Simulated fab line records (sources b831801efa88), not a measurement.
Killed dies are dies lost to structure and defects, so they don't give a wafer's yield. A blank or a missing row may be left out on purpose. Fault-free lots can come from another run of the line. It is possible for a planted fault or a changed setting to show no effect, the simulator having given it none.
fab line records + flow sky130
[record]
- lots = 6
- wafers = 18
- last-day = 49
route steps=708 shown VIA3@589 METAL4@598 PAD_OPEN@708
lots that met no fault: from a run of the same line without faults
start-h: hours from the record's first day to the start of the lot's first wafer shown + wait-h: hours since the lot's step before + " the same as in the row above + L1.1+2: several wafers, shown together as one row + - either no value or no given start + * or withheld: withheld + < > ~ a bound
route shown NAME@n: a module of which the file shows steps, and the number in the route of the first + usual: the fault-free wafers' mean and standard deviation + same: alike in all rows + chamber/n: place in a boat + sites: readings site by site + _std_site: standard deviation across them + _edge_site: inner sites' mean taken away from outer sites' mean + radius-mm: how far each site lies from the wafer's centre + mask NAME#n: copy n + behind: tool/chamber where the wafer was last shaped + hold: cause of the lot's hold/its duration in hours/its outcome + device: the transistor (n, p or np) that didn't switch + end of line: tests run on the same wafers once the route is complete + a step with no rows: only its recipe + killed: at the first sort, the dies lost to defects and structure; wafer yield is something else + map: dies across one wafer; x = killed, . = not, _ = none there
set.NAME: the run value of the setting; set.NAME@STEP: its run value at that earlier step + model.NAME: the simulator's own value behind a step, which no gauge read
lots seen at some steps along the route; tables by step, rows by wafer
services: when a tool's chamber went out of use (start-h, in hours from the record's first day, below 0 if earlier), for how many hours, and the reason
[[steps]]
[step SKY_VIA3_STRIP_16]
[recipe]
- chemistry = O2/N2
- power-w = 1400
- pressure-mtorr = 1500
- platen-temp-c = withheld
- o2-flow-sccm = 3000
- n2-flow-sccm = 300
- overash-fraction = 0.5
[usual]
- drypump-motor-current-A = 5.6/0.58
- oes-product-au = 0.403/0.0042
- strip-time-to-endpoint-s = 4.145/0.029
[same]
- overash-fraction = 0.5
| lot.wafer | tool            | chamber | start-h | wait-h | drypump-motor-current-A | oes-product-au | rf-hours-counter-h | strip-time-to-endpoint-s |
|-----------|-----------------|---------|---------|--------|-------------------------|----------------|--------------------|--------------------------|
| L652.1    | plasma-asher-03 | 0       | 964.53  | 0.0    | 4.7                     | 0.401          | 52                 | 4.130                    |
| L652.4    | "               | 0       | "       | "      | 4.7                     | 0.401          | -                  | 4.132                    |
| L652.6    | "               | 0       | "       | "      | 4.7                     | 0.395          | -                  | 4.157                    |
| L654.1    | plasma-asher-04 | 0       | 973.36  | 0.0    | 6.1                     | 0.402          | 82                 | 4.102                    |
| L654.4    | "               | 1       | "       | "      | 6.5                     | 0.403          | -                  | 4.109                    |
| L654.6    | "               | 0       | "       | "      | 6.0                     | 0.403          | -                  | 4.173                    |
| L658.1    | plasma-asher-03 | 1       | 991.91  | 0.0    | 5.9                     | 0.405          | 53                 | 4.136                    |
| L658.2    | "               | 0       | "       | "      | 4.7                     | 0.411          | 53                 | 4.189                    |
| L658.3    | "               | 0       | "       | "      | 4.7                     | 0.405          | -                  | 4.125                    |
| L664.2    | plasma-asher-02 | 1       | 1019.31 | 0.0    | 5.3                     | 0.406          | 29                 | 4.134                    |
| L664.3    | "               | 0       | "       | "      | 5.6                     | 0.400          | -                  | 4.112                    |
| L664.6    | "               | 1       | "       | "      | 5.3                     | 0.402          | -                  | 4.159                    |
| L667.3    | plasma-asher-04 | 0       | 1051.54 | 0.1    | 6.1                     | 0.409          | -                  | 4.133                    |
| L667.5    | "               | 0       | "       | "      | 6.0                     | 0.404          | -                  | 4.118                    |
| L667.6    | "               | 1       | "       | "      | 6.5                     | 0.395          | -                  | 4.165                    |
| L669.2    | plasma-asher-04 | 0       | 1058.63 | 0.0    | 6.0                     | 0.397          | 91                 | 4.137                    |
| L669.3    | "               | 0       | "       | "      | 6.1                     | 0.390          | -                  | 4.106                    |
| L669.6    | "               | 0       | "       | "      | 6.1                     | 0.403          | -                  | 4.160                    |
[step SKY_VIA3_STRIP_17]
[recipe]
- chemistry = post-etch-residue-remover
- time-s = 1200
- temp-c = 72.5
[step SKY_VIA3_CLEAN_18]
[recipe]
- chemistry = IPA
- time-s = 180
- temp-c = 25
[step SKY_VIA3_CLEAN_19]
[recipe]
- chemistry = O3/DIW
- dry = n2-spin
[step SKY_VIA3_SPUTTER_20]
[recipe]
- material = TiN
- target-thk-nm = 20
- chamber-pressure-pa = 5
- power-w = 4000
- time-s = 80
[usual]
- cathode-dc-power-W = 4000.0/0.76
- throttle-valve-pct = 30.2/0.77
| lot.wafer | tool           | chamber | start-h | wait-h | cathode-dc-power-W | throttle-valve-pct |
|-----------|----------------|---------|---------|--------|--------------------|--------------------|
| L652.1    | pvd-sputter-04 | -       | 965.13  | 0.0    | 3999.1             | 30.6               |
| L652.4    | "              | -       | "       | "      | 3999.7             | 31.3               |
| L652.6    | "              | -       | "       | "      | 4000.0             | 28.2               |
| L654.1    | pvd-sputter-01 | -       | 973.95  | 0.0    | 4000.6             | 30.5               |
| L654.4    | "              | -       | "       | "      | 3999.1             | 31.1               |
| L654.6    | "              | -       | "       | "      | 4000.6             | 30.3               |
| L658.1    | pvd-sputter-01 | -       | 992.56  | 0.0    | 4000.3             | 31.3               |
| L658.2    | "              | -       | "       | "      | 3998.7             | 30.4               |
| L658.3    | "              | -       | "       | "      | 3999.0             | 30.2               |
| L664.2    | pvd-sputter-01 | -       | 1019.90 | 0.0    | 4000.1             | 30.5               |
| L664.3    | "              | -       | "       | "      | 3999.4             | 30.6               |
| L664.6    | "              | -       | "       | "      | 4000.9             | 30.2               |
| L667.3    | pvd-sputter-02 | -       | 1052.10 | 0.0    | 4000.2             | 29.1               |
| L667.5    | "              | -       | "       | "      | 4000.2             | 30.3               |
| L667.6    | "              | -       | "       | "      | 4000.2             | 30.2               |
| L669.2    | pvd-sputter-02 | -       | 1059.23 | 0.0    | 4000.3             | 30.4               |
| L669.3    | "              | -       | "       | "      | 4000.5             | 30.5               |
| L669.6    | "              | -       | "       | "      | 4000.4             | 30.3               |
[step SKY_VIA3_CVD_21]
[recipe]
- material = W
- target-thk-nm = 390
- time-s = 117.31
- temp-c = 400
- pressure-torr = 40
[usual]
- heater-power-w = 835/37
| lot.wafer | tool     | chamber | start-h | wait-h | heater-power-w |
|-----------|----------|---------|---------|--------|----------------|
| L652.1    | cvd-w-01 | 0       | 965.19  | 0.0    | 778            |
| L652.4    | "        | 0       | "       | "      | 779            |
| L652.6    | "        | 1       | "       | "      | 855            |
| L654.1    | cvd-w-02 | 0       | 974.01  | 0.0    | 838            |
| L654.4    | "        | 0       | "       | "      | 862            |
| L654.6    | "        | 1       | "       | "      | 902            |
| L658.1    | cvd-w-02 | 0       | 992.62  | 0.0    | 848            |
| L658.2    | "        | 1       | "       | "      | 876            |
| L658.3    | "        | 1       | "       | "      | 897            |
| L664.2    | cvd-w-01 | 1       | 1019.96 | 0.0    | 830            |
| L664.3    | "        | 1       | "       | "      | 822            |
| L664.6    | "        | 0       | "       | "      | 778            |
| L667.3    | cvd-w-01 | 0       | 1052.20 | 0.1    | 772            |
| L667.5    | "        | 1       | "       | "      | 859            |
| L667.6    | "        | 0       | "       | "      | 780            |
| L669.2    | cvd-w-01 | 1       | 1059.29 | 0.0    | 833            |
| L669.3    | "        | 0       | "       | "      | 780            |
| L669.6    | "        | 1       | "       | "      | 852            |
[step SKY_VIA3_RS_MEAS_22]
[recipe]
- thk-meas-gauge = four-point-probe
- reads = W_of_VIA3_CVD_21+TiN_of_VIA3_SPUTTER_20
[usual]
- VIA3_W_RS = 0.294/0.0063
| lot.wafer | tool          | chamber | start-h | wait-h | VIA3_W_RS[ohm/sq] |
|-----------|---------------|---------|---------|--------|-------------------|
| L652.1    | film-metro-01 | -       | 965.31  | 0.1    | 0.285             |
| L652.4    | "             | -       | "       | "      | 0.285             |
| L652.6    | "             | -       | "       | "      | 0.291             |
| L654.1    | film-metro-02 | -       | 974.13  | 0.1    | 0.297             |
| L654.4    | "             | -       | "       | "      | 0.296             |
| L654.6    | "             | -       | "       | "      | 0.308             |
| L658.1    | film-metro-02 | -       | 992.74  | 0.1    | 0.294             |
| L658.2    | "             | -       | "       | "      | 0.305             |
| L658.3    | "             | -       | "       | "      | 0.304             |
| L664.2    | film-metro-03 | -       | 1020.10 | 0.1    | 0.294             |
| L664.3    | "             | -       | "       | "      | 0.292             |
| L664.6    | "             | -       | "       | "      | 0.285             |
| L667.3    | film-metro-03 | -       | 1052.32 | 0.1    | 0.284             |
| L667.5    | "             | -       | "       | "      | 0.293             |
| L667.6    | "             | -       | "       | "      | 0.288             |
| L669.2    | film-metro-01 | -       | 1059.44 | 0.1    | 0.299             |
| L669.3    | "             | -       | "       | "      | 0.292             |
| L669.6    | "             | -       | "       | "      | 0.300             |
[step SKY_VIA3_THK_MEAS_23]
[recipe]
- thk-meas-gauge = xrf
- reads = W_of_VIA3_CVD_21
[usual]
- VIA3_W_THK = 379/8.5
| lot.wafer | tool          | chamber | start-h | wait-h | VIA3_W_THK[nm] |
|-----------|---------------|---------|---------|--------|----------------|
| L652.1    | film-metro-01 | -       | 965.43  | 0.1    | 388            |
| L652.4    | "             | -       | "       | "      | 391            |
| L652.6    | "             | -       | "       | "      | 380            |
| L654.1    | film-metro-02 | -       | 974.25  | 0.1    | 376            |
| L654.4    | "             | -       | "       | "      | 375            |
| L654.6    | "             | -       | "       | "      | 364            |
| L658.1    | film-metro-02 | -       | 992.86  | 0.1    | 383            |
| L658.2    | "             | -       | "       | "      | 369            |
| L658.3    | "             | -       | "       | "      | 369            |
| L664.2    | film-metro-03 | -       | 1020.21 | 0.1    | 379            |
| L664.3    | "             | -       | "       | "      | 384            |
| L664.6    | "             | -       | "       | "      | 393            |
| L667.3    | film-metro-03 | -       | 1052.42 | 0.1    | 398            |
| L667.5    | "             | -       | "       | "      | 386            |
| L667.6    | "             | -       | "       | "      | 392            |
| L669.2    | film-metro-01 | -       | 1059.55 | 0.1    | 370            |
| L669.3    | "             | -       | "       | "      | 377            |
| L669.6    | "             | -       | "       | "      | 371            |
[step SKY_VIA3_CMP_24]
[recipe]
- stop-on = SiO2
- t-overpolish-s = 20
- down-force-psi = 3.5
- platen-rpm = 60
- target-thk-nm = 0
- pad-velocity-m-s = 0.94248
[step SKY_METAL4_SPUTTER_00]
[recipe]
- material = Ti
- target-thk-nm = 15
- power-w = 3000
- time-s = 10
- chamber-pressure-pa = 0.4
[usual]
- cathode-dc-power-W = 2999.9/0.54
- throttle-valve-pct = 29.5/1.2
| lot.wafer | tool           | chamber | start-h | wait-h | cathode-dc-power-W | throttle-valve-pct |
|-----------|----------------|---------|---------|--------|--------------------|--------------------|
| L652.1    | pvd-sputter-03 | -       | 965.79  | 0.1    | 2999.9             | 28.7               |
| L652.4    | "              | -       | "       | "      | 2999.6             | 26.9               |
| L652.6    | "              | -       | "       | "      | 2999.9             | 27.2               |
| L654.1    | pvd-sputter-03 | -       | 974.61  | 0.2    | 2999.2             | 27.0               |
| L654.4    | "              | -       | "       | "      | 2999.8             | 29.5               |
| L654.6    | "              | -       | "       | "      | 2999.5             | 29.6               |
| L658.1    | pvd-sputter-03 | -       | 993.22  | 0.2    | 3001.0             | 28.7               |
| L658.2    | "              | -       | "       | "      | 3000.0             | 30.2               |
| L658.3    | "              | -       | "       | "      | 2999.0             | 29.7               |
| L664.2    | pvd-sputter-02 | -       | 1020.56 | 0.1    | 3000.5             | 30.3               |
| L664.3    | "              | -       | "       | "      | 2999.6             | 29.8               |
| L664.6    | "              | -       | "       | "      | 2998.7             | 30.4               |
| L667.3    | pvd-sputter-02 | -       | 1052.76 | 0.2    | 2999.6             | 29.7               |
| L667.5    | "              | -       | "       | "      | 3000.7             | 30.4               |
| L667.6    | "              | -       | "       | "      | 3000.1             | 29.8               |
| L669.2    | pvd-sputter-02 | -       | 1059.90 | 0.1    | 2999.9             | 28.9               |
| L669.3    | "              | -       | "       | "      | 2999.9             | 30.0               |
| L669.6    | "              | -       | "       | "      | 2999.3             | 30.3               |
[step SKY_METAL4_SPUTTER_01]
[recipe]
- material = TiN
- target-thk-nm = 20
- power-w = 6500
- time-s = 16.7
- chamber-pressure-pa = 0.4
[step SKY_METAL4_SPUTTER_02]
[recipe]
- material = AlCu
- target-thk-nm = 735
- power-w = 10600
- time-s = 39.1
- chamber-pressure-pa = 0.4
[step SKY_METAL4_SPUTTER_03]
[recipe]
- material = Ti
- target-thk-nm = 5
- power-w = 3000
- time-s = 3.3
- chamber-pressure-pa = 0.4
[usual]
- cathode-dc-power-W = 3000.0/0.57
- throttle-valve-pct = 29.5/1.1
| lot.wafer | tool           | chamber | start-h | wait-h | cathode-dc-power-W | throttle-valve-pct | model.Ti_of_METAL4_SPUTTER_03.thk-nm |
|-----------|----------------|---------|---------|--------|--------------------|--------------------|--------------------------------------|
| L652.1    | pvd-sputter-03 | -       | 965.88  | 0.0    | 2999.3             | 28.8               | 4.874                                |
| L652.4    | "              | -       | "       | "      | 2999.8             | 27.1               | 4.977                                |
| L652.6    | "              | -       | "       | "      | 2998.9             | 27.3               | 5.011                                |
| L654.1    | pvd-sputter-03 | -       | 974.70  | 0.0    | 2999.3             | 27.1               | 4.946                                |
| L654.4    | "              | -       | "       | "      | 3428.6             | 29.5               | 5.477                                |
| L654.6    | "              | -       | "       | "      | 3428.3             | 29.6               | 5.496                                |
| L658.1    | pvd-sputter-03 | -       | 993.31  | 0.0    | 3000.2             | 28.6               | 5.129                                |
| L658.2    | "              | -       | "       | "      | 3001.0             | 30.4               | 4.995                                |
| L658.3    | "              | -       | "       | "      | 3426.9             | 29.5               | 5.857                                |
| L664.2    | pvd-sputter-02 | -       | 1020.65 | 0.0    | 2999.3             | 30.6               | 4.568                                |
| L664.3    | "              | -       | "       | "      | 2999.7             | 29.6               | 4.677                                |
| L664.6    | "              | -       | "       | "      | 3000.6             | 30.1               | 4.765                                |
| L667.3    | pvd-sputter-02 | -       | 1052.85 | 0.0    | 3000.4             | 29.7               | 4.842                                |
| L667.5    | "              | -       | "       | "      | 3000.5             | 30.6               | 4.788                                |
| L667.6    | "              | -       | "       | "      | 2999.4             | 29.8               | 4.966                                |
| L669.2    | pvd-sputter-02 | -       | 1059.99 | 0.0    | 2999.6             | 29.1               | 4.99                                 |
| L669.3    | "              | -       | "       | "      | 2999.7             | 30.1               | 4.879                                |
| L669.6    | "              | -       | "       | "      | 2999.5             | 30.2               | 4.584                                |
[step SKY_METAL4_SPUTTER_04]
[recipe]
- material = TiN
- target-thk-nm = 70
- power-w = 6500
- time-s = 58.3
- chamber-pressure-pa = 0.4
[usual]
- cathode-dc-power-W = 6500.0/1.2
- throttle-valve-pct = 29.5/1.1
| lot.wafer | tool           | chamber | start-h | wait-h | cathode-dc-power-W | throttle-valve-pct |
|-----------|----------------|---------|---------|--------|--------------------|--------------------|
| L652.1    | pvd-sputter-03 | -       | 965.89  | 0.0    | 6499.4             | 28.6               |
| L652.4    | "              | -       | "       | "      | 6498.8             | 26.8               |
| L652.6    | "              | -       | "       | "      | 6501.8             | 27.0               |
| L654.1    | pvd-sputter-03 | -       | 974.72  | 0.0    | 6499.5             | 27.1               |
| L654.4    | "              | -       | "       | "      | 6499.5             | 29.5               |
| L654.6    | "              | -       | "       | "      | 6499.0             | 29.5               |
| L658.1    | pvd-sputter-03 | -       | 993.33  | 0.0    | 6500.1             | 28.7               |
| L658.2    | "              | -       | "       | "      | 6499.5             | 30.0               |
| L658.3    | "              | -       | "       | "      | 6500.3             | 29.7               |
| L664.2    | pvd-sputter-02 | -       | 1020.67 | 0.0    | 6500.6             | 30.2               |
| L664.3    | "              | -       | "       | "      | 6498.8             | 29.9               |
| L664.6    | "              | -       | "       | "      | 6500.6             | 30.2               |
| L667.3    | pvd-sputter-02 | -       | 1052.87 | 0.0    | 6499.4             | 29.9               |
| L667.5    | "              | -       | "       | "      | 6500.8             | 30.3               |
| L667.6    | "              | -       | "       | "      | 6500.5             | 29.8               |
| L669.2    | pvd-sputter-02 | -       | 1060.01 | 0.0    | 6499.1             | 29.2               |
| L669.3    | "              | -       | "       | "      | 6501.2             | 30.4               |
| L669.6    | "              | -       | "       | "      | 6499.5             | 30.5               |
[step SKY_PAD_OPEN_PROBE_99]
[usual]
- defect-limited-yield = 82.4/1.9
- killed_at_M0_to_M3 = 43/6.5
- killed_at_M4_up = 3.3/2
- killed-at-contacts = 24/5.2
- killed-at-front-end = 16/4.2
- killed-at-other = 0.3/0.6
- killed-dies = 87/9.3
- killed-open = 47/7.8
- killed-short = 39/6.2
- sort_bin_3_pad_short = 0.9/0.42
- sort_bin_5_function = 10.5/1.4
- sort_bin_6_memory = 6.3/0.97
- sort-n-pass = 405/9.3
- sort-yield-pct = 82.4/1.9
[same]
- gross-dies = 492
- killed-at-back-side = 0
- sort_bin_4_leakage[%] = 0
- sort_bin_8_speed[%] = 0
| lot.wafer | tool      | chamber | start-h | wait-h | defect-limited-yield[%] | killed_at_M0_to_M3 | killed_at_M4_up | killed-at-contacts | killed-at-front-end | killed-at-other | killed-dies | killed-open | killed-short | sort_bin_3_pad_short[%] | sort_bin_5_function[%] | sort_bin_6_memory[%] | sort-n-pass | sort-yield-pct[%] |
|-----------|-----------|---------|---------|--------|-------------------------|--------------------|-----------------|--------------------|---------------------|-----------------|-------------|-------------|--------------|-------------------------|------------------------|----------------------|-------------|-------------------|
| L654.1    | prober-01 | -       | 1112.80 | 0.1    | 85.6                    | 36                 | 1               | 19                 | 15                  | 0               | 71          | 31          | 39           | 1.2                     | 7.1                    | 6.1                  | 421         | 85.6              |
| L654.4    | prober-01 | -       | 1112.95 | 0.2    | 85.0                    | 34                 | 1               | 21                 | 18                  | 0               | 74          | 39          | 35           | 0.6                     | 8.9                    | 5.5                  | 418         | 85.0              |
| L654.6    | prober-01 | -       | 1113.05 | 0.2    | 85.6                    | 34                 | 4               | 13                 | 20                  | 0               | 71          | 39          | 32           | 0.6                     | 8.9                    | 4.9                  | 421         | 85.6              |
| L658.1    | prober-02 | -       | 1128.92 | 0.1    | 85.0                    | 40                 | 1               | 26                 | 7                   | 0               | 74          | 43          | 31           | 0.8                     | 9.8                    | 4.5                  | 418         | 85.0              |
| L658.2    | prober-02 | -       | 1128.97 | 0.1    | 83.3                    | 39                 | 5               | 25                 | 13                  | 0               | 82          | 41          | 41           | 0.6                     | 9.6                    | 6.5                  | 410         | 83.3              |
| L658.3    | prober-02 | -       | 1129.02 | 0.2    | 83.1                    | 36                 | 2               | 30                 | 14                  | 1               | 83          | 49          | 34           | 1.4                     | 9.3                    | 6.1                  | 409         | 83.1              |
| L664.2    | prober-02 | -       | 1150.39 | 0.1    | 80.5                    | 51                 | 4               | 29                 | 12                  | 0               | 96          | 40          | 56           | 0.4                     | 12.4                   | 6.7                  | 396         | 80.5              |
| L664.3    | prober-02 | -       | 1150.44 | 0.2    | 80.7                    | 45                 | 1               | 23                 | 25                  | 1               | 95          | 54          | 41           | 0.8                     | 12.2                   | 6.3                  | 397         | 80.7              |
| L664.6    | prober-02 | -       | 1150.59 | 0.2    | 83.3                    | 38                 | 4               | 23                 | 17                  | 0               | 82          | 36          | 45           | 0.8                     | 10.6                   | 5.3                  | 410         | 83.3              |
| L667.3    | prober-01 | -       | 1177.97 | 0.2    | 79.5                    | 48                 | 6               | 30                 | 17                  | 0               | 101         | 60          | 40           | 1.6                     | 11.6                   | 7.3                  | 391         | 79.5              |
| L667.5    | prober-01 | -       | 1178.07 | 0.2    | 81.5                    | 40                 | 4               | 32                 | 14                  | 1               | 91          | 58          | 33           | 0.8                     | 11.8                   | 5.9                  | 401         | 81.5              |
| L667.6    | prober-01 | -       | 1178.12 | 0.2    | 81.7                    | 46                 | 1               | 34                 | 9                   | 0               | 90          | 44          | 46           | 0.8                     | 12.4                   | 5.1                  | 402         | 81.7              |
| L669.2    | prober-01 | -       | 1181.60 | 0.1    | 82.5                    | 42                 | 4               | 21                 | 19                  | 0               | 86          | 53          | 33           | 1.0                     | 10.6                   | 5.9                  | 406         | 82.5              |
| L669.3    | prober-01 | -       | 1181.65 | 0.2    | 82.1                    | 40                 | 5               | 29                 | 14                  | 0               | 88          | 38          | 49           | 0.8                     | 10.8                   | 6.3                  | 404         | 82.1              |
| L669.6    | prober-01 | -       | 1181.80 | 0.2    | 81.9                    | 43                 | 4               | 25                 | 17                  | 0               | 89          | 45          | 43           | 1.4                     | 10.6                   | 6.1                  | 403         | 81.9              |
// killed by level:class
L654.1 LI_CONTACT:geometric-particle:open=7 FIELD_ISO:geometric-particle:short=6 METAL3:geometric-particle:short=6 VIA1:geometric-particle:open=5 CONTACT:geometric-particle:open=5 VIA1:geometric-particle:short=5 VIA3:geometric-particle:open=5 METAL2:geometric-particle:short=4
L654.4 VIA1:geometric-particle:open=7 FIELD_ISO:geometric-particle:short=6 LI_CONTACT:geometric-particle:open=6 CONTACT:geometric-particle:open=6 FIELD_ISO:geometric-particle:open=5 VIA3:geometric-particle:short=5 VIA2:geometric-particle:open=5 VIA3:geometric-particle:open=5
L654.6 VIA3:geometric-particle:open=10 FIELD_ISO:geometric-particle:open=5 VIA1:geometric-particle:open=5 VIA1:geometric-particle:short=4 LI_CONTACT:geometric-particle:open=4 CONTACT:geometric-particle:open=4 METAL1:geometric-particle:short=4 METAL2:geometric-particle:short=4
L658.1 VIA1:geometric-particle:open=11 LI_CONTACT:geometric-particle:open=8 VIA2:geometric-particle:open=7 CONTACT:geometric-particle:open=6 VIA3:geometric-particle:short=5 LOCAL_INTERCONNECT:geometric-particle:short=4 LI_CONTACT:geometric-particle:short=3 CONTACT:geometric-particle:short=3
L658.2 METAL2:geometric-particle:short=9 LI_CONTACT:geometric-particle:open=8 POLY_GATE:geometric-particle:open=6 LOCAL_INTERCONNECT:geometric-particle:short=5 CONTACT:geometric-particle:open=5 VIA1:geometric-particle:open=5 CONTACT:geometric-particle:short=4 VIA1:geometric-particle:short=4
L658.3 CONTACT:geometric-particle:open=10 VIA1:geometric-particle:open=9 LI_CONTACT:geometric-particle:open=6 LOCAL_INTERCONNECT:geometric-particle:short=6 CONTACT:geometric-particle:short=6 METAL1:geometric-particle:short=5 VIA2:geometric-particle:open=5 POLY_GATE:geometric-particle:open=4
L664.2 VIA1:geometric-particle:open=12 METAL2:geometric-particle:short=9 METAL1:geometric-particle:short=8 CONTACT:geometric-particle:open=7 VIA3:geometric-particle:open=7 LI_CONTACT:geometric-particle:open=7 CONTACT:geometric-particle:short=6 POLY_GATE:geometric-particle:short=5
L664.3 CONTACT:geometric-particle:open=9 VIA1:geometric-particle:open=9 POLY_GATE:geometric-particle:open=8 METAL1:geometric-particle:short=8 POLY_GATE:geometric-particle:short=7 LI_CONTACT:geometric-particle:open=7 VIA1:geometric-particle:short=5 VIA2:geometric-particle:open=5
L664.6 CONTACT:geometric-particle:open=9 VIA1:geometric-particle:short=8 FIELD_ISO:geometric-particle:short=7 VIA1:geometric-particle:open=7 METAL1:geometric-particle:short=6 LI_CONTACT:geometric-particle:open=5 VIA3:geometric-particle:open=5 METAL2:geometric-particle:short=5
L667.3 VIA1:geometric-particle:open=15 LI_CONTACT:geometric-particle:open=12 CONTACT:geometric-particle:open=10 METAL1:geometric-particle:short=7 VIA3:geometric-particle:open=6 FIELD_ISO:geometric-particle:open=5 FIELD_ISO:geometric-particle:short=5 LOCAL_INTERCONNECT:geometric-particle:short=5
L667.5 CONTACT:geometric-particle:open=20 VIA1:geometric-particle:open=12 POLY_GATE:geometric-particle:short=6 VIA3:geometric-particle:open=6 LI_CONTACT:geometric-particle:open=5 METAL3:geometric-particle:short=5 METAL3:geometric-particle:open=4 VIA2:geometric-particle:open=4
L667.6 CONTACT:geometric-particle:open=12 LI_CONTACT:geometric-particle:open=9 METAL2:geometric-particle:short=8 VIA1:geometric-particle:open=8 CONTACT:geometric-particle:short=7 VIA1:geometric-particle:short=6 VIA3:geometric-particle:open=6 LOCAL_INTERCONNECT:geometric-particle:short=5
L669.2 VIA1:geometric-particle:open=14 VIA2:geometric-particle:open=8 METAL1:geometric-particle:short=6 LI_CONTACT:geometric-particle:open=6 CONTACT:geometric-particle:open=6 POLY_GATE:geometric-particle:short=5 CONTACT:geometric-particle:short=5 VIA3:geometric-particle:open=5
L669.3 VIA1:geometric-particle:open=12 LOCAL_INTERCONNECT:geometric-particle:short=10 CONTACT:geometric-particle:open=8 METAL1:geometric-particle:short=7 METAL2:geometric-particle:short=7 FIELD_ISO:geometric-particle:short=6 LI_CONTACT:geometric-particle:open=5 METAL4:geometric-particle:short=5
L669.6 FIELD_ISO:geometric-particle:open=7 LI_CONTACT:geometric-particle:open=7 FIELD_ISO:geometric-particle:short=6 CONTACT:geometric-particle:open=6 VIA3:geometric-particle:open=6 VIA1:geometric-particle:open=6 METAL1:geometric-particle:short=5 VIA1:geometric-particle:short=5
[[services]]
| tool            | chamber | start-h | hours | kind                   |
|-----------------|---------|---------|-------|------------------------|
| pvd-sputter-02  | 1       | 942.53  | -     | consumable-replace:kit |
| pvd-sputter-02  | 1       | 942.53  | 18.0  | scheduled-down         |
| pvd-sputter-02  | 1       | 942.53  | 18.0  | vent-cycle             |
| pvd-sputter-02  | -       | 949.04  | 2.1   | repair                 |
| pvd-sputter-02  | -       | 953.54  | 2.9   | repair                 |
| cvd-w-01        | 1       | 956.68  | 3.5   | repair                 |
| plasma-asher-03 | -       | 974.55  | 14.6  | pm                     |
| pvd-sputter-04  | 3       | 998.09  | -     | consumable-replace:kit |
| pvd-sputter-04  | 3       | 998.09  | 18.0  | scheduled-down         |
| pvd-sputter-04  | 3       | 998.09  | 18.0  | vent-cycle             |
| plasma-asher-03 | -       | 1009.85 | 2.8   | repair                 |
| pvd-sputter-03  | -       | 1011.69 | 15.9  | repair                 |
[[key]]
[first-sign]
- step = SKY_METAL4_SPUTTER_03
- reading = cathode-dc-power-W
- direction = up
- sigmas = 99+
- usual = 3000.0
- struck = 3427.9
effect none on later readings
[model-effect]
- step = SKY_METAL4_SPUTTER_03
- value = Ti_of_METAL4_SPUTTER_03.thk-nm
- without = 4.896
- struck = 5.61
met-at SKY_METAL4_SPUTTER_03
struck-wafers L654.4,L654.6,L658.3
[fault]
- kind = process-parameter-drift
- tool = pvd-sputter-03
- chamber = -
- onset-h = 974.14
- steps = SKY_METAL4_SPUTTER_03
- channel = power-w
- offset = *
- shape = step
- end-h = 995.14
- acts-in = *
- stated = *
- scope = struck-wafers-only
